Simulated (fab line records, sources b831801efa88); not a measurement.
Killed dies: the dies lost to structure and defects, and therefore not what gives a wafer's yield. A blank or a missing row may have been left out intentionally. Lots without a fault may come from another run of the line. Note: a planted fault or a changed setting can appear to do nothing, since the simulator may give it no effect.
Which tool did it? | flow gf180mcu | Sampling: 11 lots, 33 wafers, 5 of 602 route steps

== WHAT EACH GAUGE READ, for each wafer ==
GF_V1_THK_MEAS_03.
lot  | measured     | on            | V1_CVD_02_THK (nm)
L138 | day 17 09:31 | film_metro-02 | 864 876 857
L139 | day 17 16:57 | film_metro-03 | 856 860 863
L140 | day 18 06:48 | film_metro-02 | 843 840 856
L141 | day 18 07:07 | film_metro-03 | 832 862 853
L143 | day 19 05:59 | film_metro-03 | 845 863 865
L145 | day 19 23:38 | film_metro-03 | 844 858 877
L149 | day 21 03:56 | film_metro-03 | 858 860 861
L150 | day 21 16:40 | film_metro-03 | 840 842 854
L151 | day 22 01:47 | film_metro-03 | 796 841 850
L158 | day 24 08:39 | film_metro-03 | 844 834 859
L159 | day 24 15:58 | film_metro-02 | 860 851 854

== WHICH TOOL RAN EACH LOT (tool, then ch and the chambers of the sampled wafers, then the start) ==
lot  | GF_CONTACT_STRIP_18                  | GF_CONTACT_SPUTTER_22        | GF_M1_SPUTTER_04             | GF_V1_CVD_02
L138 | plasma_asher-02 ch 0,1, day 16 08:26 | pvd_sputter-01, day 16 08:43 | pvd_sputter-04, day 16 09:34 | pecvd-04 ch 1,2, day 17 09:26
L139 | plasma_asher-04 ch 0,1, day 16 15:53 | pvd_sputter-03, day 16 16:11 | pvd_sputter-02, day 16 17:04 | pecvd-02 ch 0,1,2, day 17 16:52
L140 | plasma_asher-04 ch 0,1, day 17 05:26 | pvd_sputter-01, day 17 05:44 | pvd_sputter-04, day 17 06:37 | pecvd-04 ch 0,1, day 18 06:44
L141 | plasma_asher-03 ch 0,1, day 17 05:49 | pvd_sputter-02, day 17 06:05 | pvd_sputter-02, day 17 06:57 | pecvd-02 ch 1,2, day 18 07:01
L143 | plasma_asher-03 ch 0,1, day 18 04:13 | pvd_sputter-02, day 18 04:29 | pvd_sputter-01, day 18 05:20 | pecvd-03 ch 0,2, day 19 05:55
L145 | plasma_asher-02 ch 0,1, day 18 20:54 | pvd_sputter-01, day 18 21:13 | pvd_sputter-04, day 18 22:04 | pecvd-03 ch 0,1, day 19 23:32
L149 | plasma_asher-04 ch 0,1, day 20 02:03 | pvd_sputter-03, day 20 02:22 | pvd_sputter-04, day 20 03:13 | pecvd-03 ch 0,1,2, day 21 03:52
L150 | plasma_asher-04 ch 0,1, day 20 14:53 | pvd_sputter-01, day 20 15:09 | pvd_sputter-01, day 20 16:01 | pecvd-02 ch 0,2, day 21 16:34
L151 | plasma_asher-04 ch 0,1, day 21 00:15 | pvd_sputter-01, day 21 00:33 | pvd_sputter-01, day 21 01:25 | pecvd-03 ch 0,1,2, day 22 01:43
L158 | plasma_asher-02 ch 0,1, day 23 07:56 | pvd_sputter-02, day 23 08:25 | pvd_sputter-02, day 23 09:22 | pecvd-02 ch 0,2, day 24 08:34
L159 | plasma_asher-03 ch 0,1, day 23 15:53 | pvd_sputter-02, day 23 16:13 | pvd_sputter-01, day 23 17:14 | pecvd-02 ch 0,1,2, day 24 15:54
- GF_CONTACT_STRIP_18: strips in O2/N2.
- GF_CONTACT_SPUTTER_22: material Ti, target thk 15 nm, time 80.02 s.
- GF_M1_SPUTTER_04: material TiN, target thk 50 nm, time 41.7 s.
- GF_V1_CVD_02: deposits SiO2 from TEOS, target thk 850 nm, time 94.851 s.

== THE ANSWER, worked out from the rows above alone ==
Rule: the lots themselves supply what counts as usual. Put in order of their means at a reading, lots are off if they are a third of the lots or fewer, leave a main group of 4 or more, and stand apart from it by a gap of 3 or more times the standard deviation of the main group's means; of several such gaps the widest counts. A main group whose means are all the same, to the digits that the tables above print for the reading, isn't used. A lot without any number at a reading at which 4 lots or more have one is off too. The other lots that the step has rows for count as sound.
None of the lots is off at any reading shown; this tells nothing.

== WHAT THE SIMULATOR HAD PUT IN ==
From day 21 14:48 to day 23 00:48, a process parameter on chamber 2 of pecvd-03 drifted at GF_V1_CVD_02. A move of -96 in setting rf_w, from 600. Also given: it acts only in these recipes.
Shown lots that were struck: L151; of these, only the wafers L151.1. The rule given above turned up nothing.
